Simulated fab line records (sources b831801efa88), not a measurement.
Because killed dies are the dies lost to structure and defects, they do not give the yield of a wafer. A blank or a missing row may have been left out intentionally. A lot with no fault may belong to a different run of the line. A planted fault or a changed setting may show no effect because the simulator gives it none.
fab line records ; flow sky130 ; part 2 of 2: steps 35 to 35 of 35
[record] lots = 7; wafers = 21; last-day = 50
route steps=708 shown SD_P@327 RES_XHIGH@332 SD_N@342 SALICIDE@361 PAD_OPEN@708
lots that met no fault: from a run of the same line without faults
start-h: the number of hours between the record's first day and the start of the first shown wafer of the lot ; wait-h: hours elapsed since this lot's preceding step ; " as in the row above ; L1.1+2: one row covering several wafers at once ; - no value, or no start was given ; * or withheld: withheld ; < > ~ a bound
route shown NAME@n: names a module that has steps shown in the file, with the first one's number in the route ; usual: the fault-free wafers' mean and standard deviation ; same: alike in all rows ; chamber/n: place in a boat ; sites: each site's reading ; _std_site: how widely they spread, as a standard deviation ; _edge_site: inner sites' mean taken away from outer sites' mean ; radius-mm: how far each site lies from the wafer's centre ; mask NAME#n: copy n ; behind: the last tool/chamber to shape the wafer ; hold: the reason the lot was held/the length of the hold in hours/how it ended ; device: the transistor (n, p or np) that didn't switch ; end of line: the route-end tests of the same wafers ; a step without rows: its recipe alone ; killed: count of dies lost to structure and defects at first sort (not the wafer's yield) ; map: per-die view of a wafer (x killed, . not killed, _ where there is no die)
set.NAME: the setting the step ran with; set.NAME@STEP: the setting that earlier step ran with ; model.NAME: the simulator's own value behind a step, which no gauge read
a table for each step, a row for each wafer; lots at some steps of the route
services: when a tool's chamber went out of use (start-h, in hours from the record's first day, below 0 if earlier), for how many hours, and the reason
[[steps]]
[step SKY_PAD_OPEN_PROBE_99]
[usual] killed_at_M0_to_M3 = 43/7.5; killed_at_M4_up = 3.2/1.9; killed-at-contacts = 24/4.9; killed-at-front-end = 15/4.3; killed-at-other = 0.4/0.72; killed-dies = 86/9.1; killed-open = 47/6.5; killed-short = 39/6.5
[same] gross-dies = 492; killed-at-back-side = 0
lot.wafer;tool;chamber;start-h;wait-h;killed_at_M0_to_M3;killed_at_M4_up;killed-at-contacts;killed-at-front-end;killed-at-other;killed-dies;killed-open;killed-short;model.etest.res-xhigh-po.rs-ohm-sq-range;model.etest.res-xhigh-po.rs-ohm-sq-rim-less-centre
L212.1;prober-01;-;1092.21;0.1;53;6;18;16;1;94;44;50;55.73;-44.74
L212.5;prober-01;-;1092.41;0.2;51;6;18;12;0;87;47;40;46.21;-37.72
L212.6;prober-01;-;1092.46;0.2;59;8;17;6;0;90;55;35;66.75;-61.53
L215.1;prober-01;-;1119.25;0.1;45;6;20;16;0;87;51;34;69.63;23.58
L215.4;prober-01;-;1119.40;0.2;43;2;26;11;0;82;46;35;54.11;36.33
L215.6;prober-01;-;1119.50;0.2;46;5;15;11;1;78;50;25;38.32;12.32
L220.2;prober-01;-;1148.83;0.1;44;2;28;14;0;88;56;32;1508;351.7
L220.3;prober-01;-;1148.88;0.2;42;1;18;23;0;84;42;40;1533;334.8
L220.4;prober-01;-;1148.93;0.2;62;2;27;19;0;110;55;55;1502;330
L221.2;prober-02;-;1151.04;0.1;58;3;25;20;0;106;49;57;1518;406.3
L221.4;prober-02;-;1151.14;0.2;38;6;25;17;0;86;53;33;1494;406.1
L221.6;prober-02;-;1151.24;0.2;56;1;24;15;0;96;51;45;1527;401.9
L223.2;prober-02;-;1156.21;0.1;47;5;21;20;0;93;44;49;1448;269.2
L223.4;prober-02;-;1156.31;0.2;45;3;28;12;0;88;41;47;1492;297
L223.6;prober-02;-;1156.41;0.2;45;1;24;10;0;80;52;27;1488;289.5
L230.3;prober-02;-;1192.71;0.2;35;3;27;18;0;83;48;35;76.87;22.93
L230.4;prober-02;-;1192.76;0.2;36;4;18;18;0;76;47;29;65.25;41.48
L230.5;prober-02;-;1192.81;0.2;36;4;18;14;0;72;42;30;63.33;19.41
L232.2;prober-01;-;1200.85;0.1;51;1;17;15;1;85;48;37;94.65;55.29
L232.4;prober-01;-;1200.95;0.2;28;4;30;15;0;77;42;34;108.1;81.39
L232.6;prober-01;-;1201.05;0.2;38;1;22;20;1;82;43;39;138.7;97.35
// killed by level:class
L212.1 VIA1:geometric-particle:open=10 METAL1:geometric-particle:short=9 CONTACT:geometric-particle:open=6 METAL2:geometric-particle:short=6 VIA2:geometric-particle:short=6 LI_CONTACT:geometric-particle:open=5 VIA2:geometric-particle:open=5 CONTACT:geometric-particle:short=4
L212.5 METAL1:geometric-particle:short=10 VIA2:geometric-particle:open=10 VIA1:geometric-particle:open=8 LI_CONTACT:geometric-particle:open=6 CONTACT:geometric-particle:open=6 VIA3:geometric-particle:open=6 METAL4:geometric-particle:short=5 FIELD_ISO:geometric-particle:open=4
L212.6 VIA1:geometric-particle:open=19 METAL1:geometric-particle:short=11 VIA3:geometric-particle:open=8 VIA2:geometric-particle:open=7 LI_CONTACT:geometric-particle:open=6 CONTACT:geometric-particle:open=6 METAL4:geometric-particle:short=5 LI_CONTACT:geometric-particle:short=4
L215.1 CONTACT:geometric-particle:open=9 VIA2:geometric-particle:open=8 VIA1:geometric-particle:open=8 METAL2:geometric-particle:short=8 LI_CONTACT:geometric-particle:open=5 FIELD_ISO:geometric-particle:open=4 VIA3:geometric-particle:open=4 POLY_GATE:geometric-particle:short=4
L215.4 VIA1:geometric-particle:open=10 CONTACT:geometric-particle:open=9 LI_CONTACT:geometric-particle:open=9 METAL1:geometric-particle:short=8 VIA3:geometric-particle:open=7 METAL2:geometric-particle:short=5 FIELD_ISO:geometric-particle:open=3 POLY_GATE:geometric-particle:short=3
L215.6 VIA1:geometric-particle:open=11 VIA2:geometric-particle:open=7 CONTACT:geometric-particle:open=7 VIA3:geometric-particle:open=6 METAL1:geometric-particle:short=5 LI_CONTACT:geometric-particle:open=4 METAL1:geometric-particle:open=4 METAL2:geometric-particle:short=4
L220.2 CONTACT:geometric-particle:open=12 VIA1:geometric-particle:open=12 VIA2:geometric-particle:open=8 METAL2:geometric-particle:short=8 VIA1:geometric-particle:short=6 LI_CONTACT:geometric-particle:open=5 LOCAL_INTERCONNECT:geometric-particle:short=4 VIA3:geometric-particle:open=4
L220.3 VIA3:geometric-particle:open=10 FIELD_ISO:geometric-particle:open=7 METAL1:geometric-particle:short=6 CONTACT:geometric-particle:open=6 METAL2:geometric-particle:short=6 CONTACT:geometric-particle:short=5 POLY_GATE:geometric-particle:open=4 LI_CONTACT:geometric-particle:open=4
L220.4 VIA1:geometric-particle:open=18 CONTACT:geometric-particle:open=10 VIA1:geometric-particle:short=8 LOCAL_INTERCONNECT:geometric-particle:short=7 METAL2:geometric-particle:short=7 VIA3:geometric-particle:open=7 VIA2:geometric-particle:open=6 VIA3:geometric-particle:short=6
L221.2 VIA1:geometric-particle:short=12 VIA1:geometric-particle:open=11 VIA3:geometric-particle:open=10 METAL2:geometric-particle:short=8 LOCAL_INTERCONNECT:geometric-particle:short=6 CONTACT:geometric-particle:short=6 CONTACT:geometric-particle:open=6 POLY_GATE:geometric-particle:open=5
L221.4 VIA1:geometric-particle:open=12 CONTACT:geometric-particle:open=10 LI_CONTACT:geometric-particle:open=7 VIA1:geometric-particle:short=6 FIELD_ISO:geometric-particle:open=5 VIA3:geometric-particle:open=5 LOCAL_INTERCONNECT:geometric-particle:short=4 POLY_GATE:geometric-particle:short=4
L221.6 CONTACT:geometric-particle:open=10 VIA2:geometric-particle:open=8 VIA1:geometric-particle:open=8 LI_CONTACT:geometric-particle:open=7 FIELD_ISO:geometric-particle:short=6 METAL1:geometric-particle:short=6 VIA1:geometric-particle:short=6 METAL2:geometric-particle:short=6
L223.2 VIA3:geometric-particle:open=13 FIELD_ISO:geometric-particle:open=7 FIELD_ISO:geometric-particle:short=6 CONTACT:geometric-particle:open=6 VIA1:geometric-particle:open=6 METAL4:geometric-particle:short=5 METAL1:geometric-particle:short=5 VIA1:geometric-particle:short=5
L223.4 METAL1:geometric-particle:short=10 VIA3:geometric-particle:open=9 CONTACT:geometric-particle:short=7 LI_CONTACT:geometric-particle:open=6 VIA1:geometric-particle:open=6 VIA2:geometric-particle:open=6 FIELD_ISO:geometric-particle:short=5 LOCAL_INTERCONNECT:geometric-particle:short=5
L223.6 VIA1:geometric-particle:open=11 CONTACT:geometric-particle:open=10 VIA3:geometric-particle:open=9 CONTACT:geometric-particle:short=6 VIA2:geometric-particle:open=6 FIELD_ISO:geometric-particle:open=5 LI_CONTACT:geometric-particle:open=5 METAL1:geometric-particle:short=4
L230.3 VIA3:geometric-particle:open=8 CONTACT:geometric-particle:open=7 CONTACT:geometric-particle:short=7 VIA2:geometric-particle:open=7 LOCAL_INTERCONNECT:geometric-particle:short=6 POLY_GATE:geometric-particle:open=5 LI_CONTACT:geometric-particle:open=5 VIA1:geometric-particle:open=5
L230.4 VIA1:geometric-particle:open=10 POLY_GATE:geometric-particle:open=8 VIA1:geometric-particle:short=6 CONTACT:geometric-particle:short=5 CONTACT:geometric-particle:open=5 FIELD_ISO:geometric-particle:open=4 LI_CONTACT:geometric-particle:open=4 VIA2:geometric-particle:open=4
L230.5 VIA1:geometric-particle:open=7 CONTACT:geometric-particle:open=6 VIA2:geometric-particle:short=6 VIA3:geometric-particle:open=6 LI_CONTACT:geometric-particle:open=5 METAL2:geometric-particle:short=5 METAL3:geometric-particle:short=5 FIELD_ISO:geometric-particle:open=4
L232.2 VIA1:geometric-particle:open=16 LI_CONTACT:geometric-particle:open=8 POLY_GATE:geometric-particle:short=6 METAL2:geometric-particle:short=5 FIELD_ISO:geometric-particle:open=4 CONTACT:geometric-particle:open=4 VIA1:geometric-particle:short=4 METAL1:geometric-particle:short=4
L232.4 LI_CONTACT:geometric-particle:open=10 CONTACT:geometric-particle:open=8 VIA2:geometric-particle:open=6 FIELD_ISO:geometric-particle:short=5 CONTACT:geometric-particle:short=5 METAL1:geometric-particle:short=5 FIELD_ISO:geometric-particle:open=4 LOCAL_INTERCONNECT:geometric-particle:open=4
L232.6 CONTACT:geometric-particle:open=9 VIA1:geometric-particle:open=7 LI_CONTACT:geometric-particle:open=6 POLY_GATE:geometric-particle:short=5 METAL1:geometric-particle:short=5 VIA2:geometric-particle:short=5 FIELD_ISO:geometric-particle:short=4 FIELD_ISO:geometric-particle:open=4
[[services]]
tool;chamber;start-h;hours;kind
plasma-asher-01;-;587.94;4.5;repair
implanter-03;-;589.42;9.1;repair
implanter-02;-;601.50;2.8;repair
rtp-anneal-02;-;629.92;3.1;repair
implanter-03;-;677.84;0.7;repair
implanter-03;-;678.38;2.8;repair
implanter-03;-;691.46;1.2;repair
plasma-asher-01;-;710.02;0.7;repair
implanter-03;-;718.68;3.6;pm
plasma-asher-01;-;733.75;9.0;pm
plasma-asher-01;0;733.75;9.0;vent-cycle
plasma-asher-01;1;733.75;9.0;vent-cycle
rtp-anneal-01;-;742.03;9.3;pm
plasma-asher-01;0;742.75;-;clean
plasma-asher-01;1;742.75;-;clean
implanter-02;-;752.67;4.6;pm
implanter-03;-;769.53;5.4;pm
implanter-04;-;774.41;1.9;repair
rtp-anneal-02;-;778.73;6.1;pm
plasma-asher-02;-;820.39;2.8;pm
[[key]]
[first-sign] step = SKY_RES_XHIGH_TW_MEAS_09; reading = RES_XHIGH_TW; direction = down; sigmas = 1.7; usual = 1650; struck = 1611
[effect] step = SKY_SD_N_RS_MEAS_18; reading = RES_XHIGH_RS; direction = up; sigmas = 15; usual = 333.4; struck = 354.9
[model-effect] step = SKY_PAD_OPEN_PROBE_99; value = etest.res-xhigh-po.rs-ohm-sq-range; without = 85.89; struck = 1501
met-at SKY_RES_XHIGH_IMPLANT_07
struck-wafers L220.2,L220.3,L220.4,L221.2,L221.4,L221.6,L223.2,L223.4,L223.6
tester-left-out L220,L221,L223
onset-between 630.23 710.27
[fault] kind = process-parameter-drift; tool = implanter-04; chamber = -; onset-h = 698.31; steps = SKY_RES_XHIGH_IMPLANT_07; channel = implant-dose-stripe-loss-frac; offset = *; shape = step; end-h = 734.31
// tester-left-out: of these lots the tester's yield and bins aren't shown, on N5 and GAA mostly nor the transistor test; their killed dies are dies lost to structure and defects alone, not to doping, threshold or leakage, so they don't give the yield
